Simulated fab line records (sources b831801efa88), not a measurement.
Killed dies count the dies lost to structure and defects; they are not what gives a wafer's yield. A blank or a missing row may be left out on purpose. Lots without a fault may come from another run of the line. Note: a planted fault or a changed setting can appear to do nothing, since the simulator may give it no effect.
fab line records + flow sky130
record:
- lots: 6
- wafers: 18
- last_day: 50
route steps=708 shown LDD_N@240
lots that met no fault: from a run of the same line without faults
start_h: the number of hours between the record's first day and the start of the first shown wafer of the lot + wait_h: time in hours since the lot's previous step + " as in the row above + L1.1+2: several wafers, shown together as one row + - value missing, or start not given + * or withheld: withheld + < > ~ a bound
route shown NAME@n: names a module that has steps shown in the file, with the first one's number in the route + usual: mean/standard deviation of fault-free wafers + same: alike in all rows + chamber/n: place in a boat + sites: the reading at each site + _std_site: standard deviation of those values + _edge_site: the outer-site mean with the inner-site mean subtracted + radius_mm: for every site, how far away it sits from the centre of the wafer + mask NAME#n: copy n + behind: the last tool/chamber to shape the wafer + hold: what put the lot on hold/how long, in hours/how the hold closed + device: whichever transistor did not switch (one of n, p or np) + end of line: tests run on the same wafers once the route is complete + where a step has no rows: the recipe by itself + killed: the dies lost at the first sort to structure and to defects; this is not the yield of the wafer + map: the dies of a wafer, with x for killed, . for not killed, _ for no die there
set.NAME: setting as actually run; set.NAME@STEP: the setting as run at that earlier step + model.NAME: the simulator's own value behind a step, which no gauge read
lots at selected steps of the route; one table per step, one row per wafer
services: when a tool's chamber went out of use (start_h, in hours from the record's first day, below 0 if earlier), for how many hours, and the reason
== steps ==
step: SKY_LDD_N_SOFTBAKE_03
recipe:
- temp_c: 90
- time_s: 60
- resist: NOVOLAK
step: SKY_LDD_N_EXPOSE_04
recipe:
- mask_id: NTM
- target_cd_nm: 840
- na: 0.6
- source_shape: conventional
- sigma_outer: 0.6
- dose_mj: 110
step: SKY_LDD_N_PEB_05
recipe:
- temp_c: withheld
- time_s: *
- resist: NOVOLAK
step: SKY_LDD_N_DEVELOP_06
recipe:
- develop_time_s: 60
- dev_temp_c: 23
step: SKY_LDD_N_OVL_MEAS_07
usual:
- LDD_N_OVL: 0.0/1.5
| lot.wafer | tool       | chamber | start_h | wait_h | LDD_N_OVL[nm] |
|-----------|------------|---------|---------|--------|---------------|
| L288.2    | overlay-01 | -       | 498.09  | 0.1    | 0.6           |
| L288.3    | "          | -       | "       | "      | 0.4           |
| L288.4    | "          | -       | "       | "      | -0.9          |
| L289.2    | overlay-01 | -       | 505.84  | 0.1    | -1.6          |
| L289.3    | "          | -       | "       | "      | -0.4          |
| L289.5    | "          | -       | "       | "      | -0.2          |
| L295.2    | overlay-02 | -       | 559.99  | 0.1    | -1.7          |
| L295.3    | "          | -       | "       | "      | 0.0           |
| L295.4    | "          | -       | "       | "      | -0.1          |
| L297.2    | overlay-01 | -       | 579.14  | 0.1    | 0.1           |
| L297.3    | "          | -       | "       | "      | -1.7          |
| L297.4    | "          | -       | "       | "      | -0.1          |
| L298.3    | overlay-02 | -       | 581.90  | 0.1    | 2.2           |
| L298.5    | "          | -       | "       | "      | 0.4           |
| L298.6    | "          | -       | "       | "      | 0.1           |
| L299.2    | overlay-02 | -       | 590.11  | 0.1    | -0.9          |
| L299.3    | "          | -       | "       | "      | -0.8          |
| L299.5    | "          | -       | "       | "      | 0.1           |
step: SKY_LDD_N_IMPLANT_08
recipe:
- species: As
- energy_kev: 20
- dose_cm2: 7.5e+13
- tilt_deg: withheld
- rotation_deg: 23
step: SKY_LDD_N_IMPLANT_09
recipe:
- species: As
- energy_kev: 20
- dose_cm2: 7.5e+13
- tilt_deg: withheld
- rotation_deg: 113
step: SKY_LDD_N_IMPLANT_10
recipe:
- species: As
- energy_kev: 20
- dose_cm2: 7.5e+13
- tilt_deg: withheld
- rotation_deg: 203
step: SKY_LDD_N_IMPLANT_11
recipe:
- species: As
- energy_kev: 20
- dose_cm2: 7.5e+13
- tilt_deg: withheld
- rotation_deg: 293
step: SKY_LDD_N_IMPLANT_12
recipe:
- species: BF2
- energy_kev: 50
- dose_cm2: 5e+12
- tilt_deg: 30
- rotation_deg: 0
step: SKY_LDD_N_IMPLANT_13
recipe:
- species: BF2
- energy_kev: 50
- dose_cm2: 5e+12
- tilt_deg: 30
- rotation_deg: 90
step: SKY_LDD_N_IMPLANT_14
recipe:
- species: BF2
- energy_kev: 50
- dose_cm2: 5e+12
- tilt_deg: 30
- rotation_deg: 180
step: SKY_LDD_N_IMPLANT_15
recipe:
- species: BF2
- energy_kev: 50
- dose_cm2: 5e+12
- tilt_deg: 30
- rotation_deg: 270
usual:
- beam_energy_keV: 50.001/0.017
- beam_on_s: 10.00/0.19
| lot.wafer | tool         | chamber | start_h | wait_h | beam_energy_keV | beam_on_s |
|-----------|--------------|---------|---------|--------|-----------------|-----------|
| L288.2    | implanter-01 | -       | 499.20  | 0.1    | -               | -         |
| L288.3    | "            | -       | "       | "      | -               | -         |
| L288.4    | "            | -       | "       | "      | -               | -         |
| L289.2    | implanter-03 | -       | 506.95  | 0.1    | -               | -         |
| L289.3    | "            | -       | "       | "      | -               | -         |
| L289.5    | "            | -       | "       | "      | -               | -         |
| L295.2    | implanter-01 | 0       | 561.10  | 0.1    | 49.995          | 9.87      |
| L295.3    | "            | 0       | "       | "      | 49.986          | 10.12     |
| L295.4    | "            | 0       | "       | "      | 50.011          | 10.09     |
| L297.2    | implanter-03 | 0       | 580.25  | 0.1    | 50.012          | 9.81      |
| L297.3    | "            | 0       | "       | "      | 50.014          | 10.08     |
| L297.4    | "            | 0       | "       | "      | 49.992          | 10.02     |
| L298.3    | implanter-01 | 0       | 583.02  | 0.1    | 50.000          | 9.96      |
| L298.5    | "            | 0       | "       | "      | 49.991          | 10.01     |
| L298.6    | "            | 0       | "       | "      | 49.961          | 10.03     |
| L299.2    | implanter-03 | 0       | 591.21  | 0.1    | 50.006          | 9.64      |
| L299.3    | "            | 0       | "       | "      | 50.000          | 10.00     |
| L299.5    | "            | 0       | "       | "      | 50.019          | 9.97      |
step: SKY_LDD_N_STRIP_16
recipe:
- chemistry: O2/N2
- power_w: 1400
- pressure_mtorr: 1500
- platen_temp_c: withheld
- o2_flow_sccm: 3000
- n2_flow_sccm: 300
- overash_fraction: 0.5
usual:
- drypump_motor_current_A: 5.7/0.46
- oes_product_au: 0.406/0.0044
- strip_time_to_endpoint_s: 4.308/0.014
| lot.wafer | tool            | chamber | start_h | wait_h | drypump_motor_current_A | oes_product_au | rf_hours_counter_h | strip_time_to_endpoint_s |
|-----------|-----------------|---------|---------|--------|-------------------------|----------------|--------------------|--------------------------|
| L288.2    | plasma_asher-02 | 0       | 499.32  | 0.1    | 5.6                     | 0.404          | 27                 | 4.308                    |
| L288.3    | "               | 1       | "       | "      | 5.6                     | 0.409          | -                  | 4.320                    |
| L288.4    | "               | 0       | "       | "      | 5.6                     | 0.406          | -                  | 4.303                    |
| L289.2    | plasma_asher-01 | 0       | 507.07  | 0.1    | 5.3                     | 0.405          | 74                 | 4.289                    |
| L289.3    | "               | 0       | "       | "      | 5.2                     | 0.400          | -                  | 4.288                    |
| L289.5    | "               | 0       | "       | "      | 5.2                     | 0.406          | -                  | 4.293                    |
| L295.2    | plasma_asher-02 | 1       | 561.22  | 0.1    | 5.7                     | 0.409          | 33                 | 4.309                    |
| L295.3    | "               | 0       | "       | "      | 5.6                     | 0.404          | -                  | 4.304                    |
| L295.4    | "               | 1       | "       | "      | 5.6                     | 0.404          | -                  | 4.324                    |
| L297.2    | plasma_asher-01 | 0       | 580.37  | 0.1    | 5.3                     | 0.394          | 81                 | 4.287                    |
| L297.3    | "               | 0       | "       | "      | 5.2                     | 0.406          | -                  | 4.282                    |
| L297.4    | "               | 1       | "       | "      | 5.4                     | 0.412          | -                  | 4.316                    |
| L298.3    | plasma_asher-02 | 1       | 583.16  | 0.1    | 5.6                     | 0.405          | -                  | 4.313                    |
| L298.5    | "               | 1       | "       | "      | 5.6                     | 0.402          | -                  | 4.323                    |
| L298.6    | "               | 0       | "       | "      | 5.6                     | 0.416          | -                  | 4.329                    |
| L299.2    | plasma_asher-03 | 0       | 591.34  | 0.1    | 5.7                     | 0.408          | 16                 | 4.318                    |
| L299.3    | "               | 0       | "       | "      | 5.7                     | 0.409          | -                  | 4.320                    |
| L299.5    | "               | 1       | "       | "      | 6.7                     | 0.407          | -                  | 4.323                    |
== services ==
| tool            | chamber | start_h | hours | kind   |
|-----------------|---------|---------|-------|--------|
| implanter-03    | -       | 486.16  | 1.9   | repair |
| plasma_asher-01 | -       | 498.21  | 5.3   | repair |
| implanter-01    | -       | 501.57  | 2.8   | repair |
| plasma_asher-02 | -       | 578.13  | 3.6   | repair |
| plasma_asher-02 | -       | 586.94  | 14.6  | pm     |
== key ==
first_sign:
- step: SKY_LDD_N_IMPLANT_15
- reading: tool_record
- direction: missing
effect none on later readings
met_at SKY_LDD_N_IMPLANT_15
struck_wafers L288.2,L288.3,L288.4,L289.2,L289.3,L289.5
later_rows_left_out L288.2,L288.3,L288.4,L289.2,L289.3,L289.5
sort_left_out L288.2,L288.3,L288.4,L289.2,L289.3,L289.5
tester_left_out L288,L289
fault:
- kind: skipped_step_whole
- tool: implanter-01,implanter-03
- chamber: -
- onset_h: 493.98
- steps: SKY_LDD_N_IMPLANT_15
- scope: struck_lots_only
tester_left_out: of these lots the tester's yield and bins aren't shown, on N5 and GAA mostly nor the transistor test; their killed dies are dies lost to structure and defects alone, not to doping, threshold or leakage, so they don't give the yield
sort_left_out: the simulated sort isn't trusted on such a fault, so these wafers' sort isn't shown, and their yield isn't known
later_rows_left_out: the simulator's readings of these wafers behind a module that went badly wrong aren't trusted and aren't shown, but for the sort
